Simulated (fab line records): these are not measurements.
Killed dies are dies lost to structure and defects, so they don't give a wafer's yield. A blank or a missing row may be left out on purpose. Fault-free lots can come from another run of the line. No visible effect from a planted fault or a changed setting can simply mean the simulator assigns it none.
Which tool is to blame? | flow sky130 | Sampling: 12 lots, 36 wafers, 5 of 708 route steps

## WHAT EACH GAUGE READ, for each wafer
SKY_NWELL_RS_MEAS_29: the measuring method here is four-point-probe.
lot  | measured     | on            | NWELL_RS (ohm/sq)
L642 | day 5 11:37  | film metro-03 | 627.6 626.6 625.5
L643 | day 5 15:59  | film metro-04 | 625.0 623.7 627.2
L645 | day 6 03:17  | film metro-04 | 624.8 626.2 624.9
L649 | day 7 07:53  | film metro-03 | 614.2 613.9 612.0 614.7 613.8 614.4
L650 | day 8 01:33  | film metro-03 | 615.2 615.8 615.8 614.9 615.3 615.3
L659 | day 9 14:51  | film metro-04 | 625.3 624.2 624.3
L660 | day 9 21:19  | film metro-01 | 622.5 623.3 623.2
L661 | day 10 01:37 | film metro-01 | 624.4 624.0 623.7
L662 | day 10 12:44 | film metro-01 | 628.9 626.7 626.4
L663 | day 10 19:35 | film metro-04 | 623.9 624.8 625.6
L664 | day 10 22:01 | film metro-03 | 624.0 624.6 623.5
L665 | day 11 07:09 | film metro-03 | 624.9 624.2 626.0

SKY_LOCAL_INTERCONNECT_CD_MEAS_11: target cd 170 nm.
lot  | measured     | on        | cd nm (nm)
L642 | day 31 01:07 | cd sem-01 | 168.4 169.4 170.4
L643 | day 31 09:09 | cd sem-02 | 170.3 170.8 169.4
L645 | day 31 21:42 | cd sem-02 | 171.4 171.0 171.8
L649 | day 33 16:41 | cd sem-02 | 168.5 170.4 168.3
L650 | day 34 12:18 | cd sem-02 | 168.3 169.7 168.5
L659 | day 36 09:31 | cd sem-02 | 171.2 170.0 168.6
L660 | day 37 01:08 | cd sem-01 | 166.2 167.5 167.3
L661 | day 36 18:36 | cd sem-01 | 169.0 167.2 169.5
L662 | day 37 08:30 | cd sem-02 | 169.9 169.2 169.3
L663 | day 37 14:46 | cd sem-01 | 168.5 167.5 167.8
L664 | day 37 19:31 | cd sem-01 | 170.4 171.7 171.5
L665 | day 38 02:42 | cd sem-02 | 168.1 168.4 168.7

SKY_LOCAL_INTERCONNECT_OVL_MEAS_12.
lot  | measured     | on         | LOCAL_INTERCONNECT_OVL (nm)
L642 | day 31 01:14 | overlay-02 | -3 -1 -2
L643 | day 31 09:16 | overlay-01 | 2 2 -2
L645 | day 31 21:49 | overlay-02 | -10 -7 -5
L649 | day 33 16:48 | overlay-02 | -2 1 1
L650 | day 34 12:25 | overlay-02 | -4 11 13
L659 | day 36 09:37 | overlay-02 | -4 -4 -8
L660 | day 37 01:14 | overlay-02 | -5 11 -4
L661 | day 36 18:43 | overlay-02 | -10 -18 -6
L662 | day 37 08:37 | overlay-01 | -7 -1 5
L663 | day 37 14:53 | overlay-01 | -1 2 6
L664 | day 37 19:37 | overlay-02 | -7 5 9
L665 | day 38 02:49 | overlay-01 | -6 -5 -4

## WHICH TOOL RAN EACH LOT (tool, then ch and the chambers of the sampled wafers, then the start)
lot  | SKY_FIELD_ISO_ETCH_14             | SKY_NWELL_IMPLANT_11
L642 | rie diel-01 ch 0,1, day 2 04:59   | implanter-02 ch 0, day 4 17:13
L643 | rie diel-03 ch 1,2,3, day 2 11:25 | implanter-02 ch 0, day 4 21:01
L645 | rie diel-03 ch 0,2, day 2 23:29   | implanter-01 ch 0, day 5 07:38
L649 | rie diel-01 ch 0,2,3, day 3 21:11 | implanter-02 ch 0, day 6 11:20
L650 | rie diel-01 ch 0,2,3, day 4 01:52 | implanter-02 ch 0, day 7 04:38
L659 | rie diel-04 ch 0,1,2, day 5 21:58 | implanter-01 ch 0, day 8 17:20
L660 | rie diel-01 ch 0,2,3, day 6 01:55 | implanter-01 ch 0, day 8 22:37
L661 | rie diel-01 ch 0,1,2, day 6 07:47 | implanter-03 ch 0, day 9 02:37
L662 | rie diel-01 ch 0,1,2, day 6 15:28 | implanter-03 ch 0, day 9 12:53
L663 | rie diel-01 ch 2,3, day 6 21:41   | implanter-01 ch 0, day 9 19:49
L664 | rie diel-03 ch 0,2, day 7 00:07   | implanter-03 ch 0, day 9 21:35
L665 | rie diel-04 ch 0,1,2, day 7 05:04 | implanter-03 ch 0, day 10 06:34
- SKY_FIELD_ISO_ETCH_14: etches BARC in N2/H2, stops on SiO2, time 45.9 s, target depth 60 nm.
- SKY_NWELL_IMPLANT_11

## WHAT THE TOOLS THEMSELVES READ (means of the sampled wafers that have a number; where no wafer has one, the mark that the record gives instead)
SKY_FIELD_ISO_ETCH_14.
lot  | tool        | drypump motor current A (A) | h2 flow sccm (sccm) | oes product au (a.u.) | throttle valve pct (%)
L642 | rie diel-01 | 6.1                         | 199.8               | 0.857                 | 13.225
L643 | rie diel-03 | 6.3                         | 199.6               | 0.855                 | 13.222
L645 | rie diel-03 | 5.8                         | 200.3               | 0.851                 | 13.227
L649 | rie diel-01 | 6.3                         | 199.8               | 0.857                 | 13.227
L650 | rie diel-01 | 6.3                         | 200.1               | 0.855                 | 13.230
L659 | rie diel-04 | 6.3                         | 200.5               | 0.848                 | 13.219
L660 | rie diel-01 | 6.3                         | 199.8               | 0.855                 | 13.221
L661 | rie diel-01 | 6.3                         | 199.7               | 0.853                 | 13.223
L662 | rie diel-01 | 6.3                         | 200.2               | 0.849                 | 13.227
L663 | rie diel-01 | 6.1                         | 200.3               | 0.858                 | 13.226
L664 | rie diel-03 | 5.8                         | 199.4               | 0.858                 | 13.227
L665 | rie diel-04 | 6.3                         | 199.8               | 0.858                 | 13.231

SKY_NWELL_IMPLANT_11.
lot  | tool         | dose ions cm2
L642 | implanter-02 | 1.8981e+13
L643 | implanter-02 | 1.9003e+13
L645 | implanter-01 | 1.9006e+13
L649 | implanter-02 | 1.9642e+13
L650 | implanter-02 | 1.9651e+13
L659 | implanter-01 | 1.8985e+13
L660 | implanter-01 | 1.8985e+13
L661 | implanter-03 | 1.9013e+13
L662 | implanter-03 | 1.8997e+13
L663 | implanter-01 | 1.8993e+13
L664 | implanter-03 | 1.9006e+13
L665 | implanter-03 | 1.9011e+13

## THE ANSWER, worked out from the rows above alone
Rule: the usual values come from the lots themselves. Put in order of their means at a reading, lots are off if they are a third of the lots or fewer, leave a main group of 4 or more, and stand apart from it by a gap of 3 or more times the standard deviation of the main group's means; of several such gaps the widest counts. Not used: any main group whose means are identical at the precision the tables above print for the reading. Also off: a lot with no number at a reading for which 4 or more lots have one. All remaining lots with rows at the step are treated as sound. Order of review: gauges by route order, followed by the tools' own readings, for which a lot's mean as printed above is used. The first step at which some lot is off is used, and at that step the reading that is off furthest; a lot without a number counts as furthest.
Off: at SKY_NWELL_RS_MEAS_29 (NWELL_RS), L649, L650. The main group has a mean of 625.0 ohm/sq with a standard deviation of 1.2.
If a tool, at a process step before that reading, ran all the lots that are off and no sound lot after the first of them, it fits. Not tried: the gauges at SKY_NWELL_RS_MEAS_29; whatever is off there is also off at SKY_NWELL_IMPLANT_11, on other tools, and gauge error can't account for it. One candidate fits, namely implanter-02 at SKY_NWELL_IMPLANT_11. A fault onset in the window from L643 (day 4 21:01, its last sound lot) to L649 (day 6 11:20, its first lot off) fits.
On the lots that are off, the tool's own readings at SKY_NWELL_IMPLANT_11 differ by more than 5 times the standard deviation of the sound lots' means, which bears it out; dose ions cm2 reads 1.9646e+13 there versus 1.8998e+13 on the sound lots.

## WHAT THE SIMULATOR HAD INSERTED
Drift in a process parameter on implanter-02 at SKY_NWELL_IMPLANT_11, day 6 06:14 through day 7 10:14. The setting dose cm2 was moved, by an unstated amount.
Lots struck among those shown: L649, L650. This agrees with what the rule above found.
